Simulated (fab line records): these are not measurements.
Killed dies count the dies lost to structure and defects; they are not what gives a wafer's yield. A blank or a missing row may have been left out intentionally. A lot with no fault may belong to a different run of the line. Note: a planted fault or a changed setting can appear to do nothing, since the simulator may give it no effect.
Struck lot and sound lot, side by side ; flow gf180mcu ; 14 steps out of a route of 602
Sound: the wafers L472.2, L472.3, L472.6. The struck wafers were L460.2, L460.4, L460.6. The cause is named last.
Order at every step that has rows: each side's tool, ch and its chambers, its first start. Under that, the readings that differ: sound wafers ; struck wafers ; difference of the means ; sigmas: that difference in standard deviations of wafers without a fault.
alike: words and numbers the same on both sides, and readings whose means are apart by under 2 such deviations; not compared: readings that were withheld, readings missing a value for some wafer, numbers with overlapping values and no deviation given by the record, and bounds like >300 which may hide the same value.
Wherever a step has rows on one side only, a row that says differs or no value, or a row with sigmas, the two part there. Non-overlapping numbers with no deviation appear without sigmas and do not part them. Lack of a reading on every wafer of one side parts them only where that side has two or more wafers.

GF_V5_THK_MEAS_01:
  sound on film metro-04 at day 31 03:58; struck on film metro-04 at day 28 01:02
reading;sound;struck;difference;sigmas
V5_CVD_00_THK (nm);298.7 297.8 299.4;305.8 303.3 303.2;+5.5;+2
GF_V5_CVD_02: deposits SiO2 from TEOS, target thk 1450 nm, time 163.28 s.
  sound on pecvd-04 ch 0,1,2, day 31 04:01; struck on pecvd-01 ch 1,2, day 28 01:05
  alike: heater power w, rf fwd power W
GF_V5_THK_MEAS_03:
  sound on film metro-03 at day 31 04:07; struck on film metro-04 at day 28 01:11
  alike: V5_CVD_02_THK
GF_V5_CMP_04: polishes SiO2.
  sound on cmp-02 ch 1,3, day 31 04:13; struck on cmp-01 ch 0,1,3, day 28 01:17
  alike: motor current A, platen rpm, slurry flow ml min
GF_V5_BOW_MEAS_05:
  sound on film metro-02 at day 31 04:29; struck on film metro-03 at day 28 01:34
  alike: V5_BOW
then, 7 steps without rows for these wafers: GF_V5_DEHYDRATE_06 (time 60 s); GF_V5_HMDS_07 (prime time 60 s); GF_V5_COAT_08; GF_V5_COAT_09 (resist thk 1000 nm); GF_V5_SOFTBAKE_10 (time 60 s); GF_V5_EXPOSE_11 (exposes mask Via5, target cd 260 nm); GF_V5_PEB_12 (peb time 90 s).
GF_V5_DEVELOP_13: develop time 60 s.
  struck on litho track-04, day 28 20:17; sound on litho track-04 ch 0, day 31 21:29
  no value came back on the struck wafers for chill plate temp C (C), develop time s (s); on the sound wafers chill plate temp C (C) reads 23.13 23.03 22.90
reading;sound;struck;difference;sigmas
model.KrF_of_V5_COAT_09.thk nm (nm);986.1 989.8 990.4;998.9 996.4 998.7;+9.2;
GF_V5_CD_MEAS_14 targets a cd of 260 nm.
  sound on cd sem-02 at day 31 21:38; struck on cd sem-01 at day 28 20:26
reading;sound;struck;difference;sigmas
cd nm (nm);260.1 258.6 258.9;- - -;no value on the struck wafers;

== WHERE THEY PART ==
First at GF_V5_THK_MEAS_01; last, within this record, at GF_V5_CD_MEAS_14.

WHY: whatever the simulator had introduced
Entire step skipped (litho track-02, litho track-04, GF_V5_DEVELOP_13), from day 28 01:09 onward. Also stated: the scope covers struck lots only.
